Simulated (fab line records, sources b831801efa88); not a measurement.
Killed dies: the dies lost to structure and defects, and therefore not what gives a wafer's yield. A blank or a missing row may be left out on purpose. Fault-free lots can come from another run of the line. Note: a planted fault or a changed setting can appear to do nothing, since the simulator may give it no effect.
Problem report, 8D (eight disciplines) form, completed by code / flow sky130 / the parts of the form that need people (team, actions taken, sign-off) are left out

1. WHAT WENT WRONG
Mean of heater-power-total-W at SKY_SONOS_ONO_SOFTBAKE_09: 58.90 W across 2 wafers in 2 lots; on wafers with no fault it is 56.59 W (standard deviation 0.043). Measured from the usual mean, that is +54 standard deviations.
The step: time 60 s.
Seen first at day 18 07:49 on litho-track-03, wafer L564.4. Wafers with a number at this step in the record: 42, from 14 lots. Rule for "out" (also "out of limits"): further than 4 standard deviations from the usual mean. The other wafers with a number count as sound.

2. WHAT THIS IS AND IS NOT
question=which readings at this step | is=heater-power-total-W, run-length-s | is not=-
question=which lots | is=L564, L565 | is not=L546, L547, L548, L549, L551, L552, L553, L554, L556, L557, L560, L568
question=which wafers of those lots | is=L564.4, L565.5 | is not=L564.3, L564.6, L565.1, L565.6
question=read on which tools | is=litho-track-03 | is not=litho-track-01, litho-track-04
question=when | is=from day 18 07:49 | is not=up to then (35 sound wafers); but 5 sound wafers of L565, L568 came after

3. THE SUSPECTS, EACH WITH WHAT RULES IT OUT
Counting: if a tool at a process step up to the reading ran every lot that is out, it stays a suspect. Sound lots after the first of them don't rule it out here, since some wafers of a struck lot are sound.
- litho-track-03 at SKY_SONOS_ONO_SOFTBAKE_09 (time 60 s): kept. It processed each lot that is out (first: L564, day 18 07:49); up to then, its last sound lot is L560 (day 16 20:23). Its own heater-power-total-W, run-length-s readings are out on those wafers.
After counting, what remains is litho-track-03 at SKY_SONOS_ONO_SOFTBAKE_09.

4. THE CAUSE (what the simulator had put in)
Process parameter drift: litho-track-03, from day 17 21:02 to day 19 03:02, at SKY_SONOS_ONO_SOFTBAKE_09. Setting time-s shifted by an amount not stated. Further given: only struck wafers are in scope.
Only this tool survived the counting.

5. THE EFFECT CHAIN, in route order
Rows list readings where the struck wafers' mean (over those with a number) sits beyond 3 standard deviations from the usual. Readings are gone through only where the record gives a usual standard deviation; hours: the median, over the lots, of the time from a lot's start at the first step in this table giving one to that lot's start at this step; sigmas: the change measured in usual standard deviations.
hours=0; step=SKY_SONOS_ONO_SOFTBAKE_09; reading=heater-power-total-W; usual=56.59 W; on struck wafers=58.90; change=+2.31; sigmas=+54
hours=0; step=SKY_SONOS_ONO_SOFTBAKE_09; reading=run-length-s; usual=89.23 s; on struck wafers=82.55; change=-6.69; sigmas=-45
It contains these process steps:
- SKY_SONOS_ONO_SOFTBAKE_09: time 60 s.

6. WHAT WOULD HAVE CAUGHT IT SOONER
In this record no reading fell out of limits until day 18 07:49, 11 hours after the fault had begun at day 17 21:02.
